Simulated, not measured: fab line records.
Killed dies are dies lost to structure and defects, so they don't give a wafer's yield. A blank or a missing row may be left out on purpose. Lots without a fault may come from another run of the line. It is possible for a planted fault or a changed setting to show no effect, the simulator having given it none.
One fault seen from 2 desks :: flow gf180mcu :: only its own numbers are on each desk; what lay behind them is given at the end

== AT THE METROLOGY DESK ==
What the gauges read, lot by lot, whatever tool the lot ran on: means of the sampled wafers that have a number. The brackets show how far a lot's mean lies from the usual mean; more than 4 standard deviations puts the lot out of limits, marked OUT.
Columns: A = SAB_CVD_00_THK at GF_SAB_THK_MEAS_01, usual 49.5 nm
lot: L418
first seen here: day 14 12:43
A: 50.4

lot: L422
first seen here: day 15 22:48
A: 49.7

lot: L423
first seen here: day 16 08:05
A: 48.8

lot: L425
first seen here: day 17 05:05
A: 49.6

lot: L427
first seen here: day 17 18:20
A: 49.6

lot: L428
first seen here: day 18 02:52
A: 49.0

lot: L429
first seen here: day 18 11:11
A: 48.7

lot: L430
first seen here: day 18 17:37
A: 49.1

lot: L431
first seen here: day 19 02:58
A: 49.6

lot: L432
first seen here: day 19 07:38
A: 49.1

lot: L433
first seen here: day 19 19:50
A: 48.5

lot: L434
first seen here: day 20 06:25
A: 49.7

lot: L435
first seen here: day 20 11:03
A: 50.3

lot: L438
first seen here: day 21 14:11
A: 49.9

lot: L439
first seen here: day 21 20:07
A: 49.9
Finding of this desk: none of the 15 lots has anything out of limits.

== TOOL OWNER'S DESK, iline stepper-02 ==
The tool's own readings at GF_SAB_EXPOSE_06 (exposes mask SAB, target cd 420 nm): means of the sampled wafers that have a number, for each lot that ran on this tool. The brackets show how far a lot's mean lies from the usual mean; more than 4 standard deviations puts the lot out of limits, marked OUT.
Columns: A = exposure dose mJ cm2 at GF_SAB_EXPOSE_06, usual 139.99; B = focus offset nm at GF_SAB_EXPOSE_06, usual 0.0 nm; C = stage vel mm s at GF_SAB_EXPOSE_06, usual 499.91 mm/s
lot: L418
first seen here: day 14 23:29
A: 140.09
B: 0.3
C: 499.97

lot: L423
first seen here: day 16 19:21
A: 139.97
B: -0.1
C: 499.72

lot: L425
first seen here: day 17 16:32
A: 140.02
B: 0.4
C: 499.63

lot: L432
first seen here: day 19 20:15
A: 140.14
B: -0.2
C: 500.32

lot: L433
first seen here: day 20 08:04
A: 140.20
B: 0.9
C: 499.97

lot: L435
first seen here: day 20 23:34
A: 139.96
B: -0.6
C: 499.70

lot: L439
first seen here: day 22 08:44
A: 140.10
B: 0.1
C: 499.72
Finding of this desk: none of the 7 lots has anything out of limits.

== PUT TOGETHER ==
The metrology desk saw nothing out of limits.
The tool owner's desk saw nothing out of limits.

== WHAT WAS PUT IN BY THE SIMULATOR ==
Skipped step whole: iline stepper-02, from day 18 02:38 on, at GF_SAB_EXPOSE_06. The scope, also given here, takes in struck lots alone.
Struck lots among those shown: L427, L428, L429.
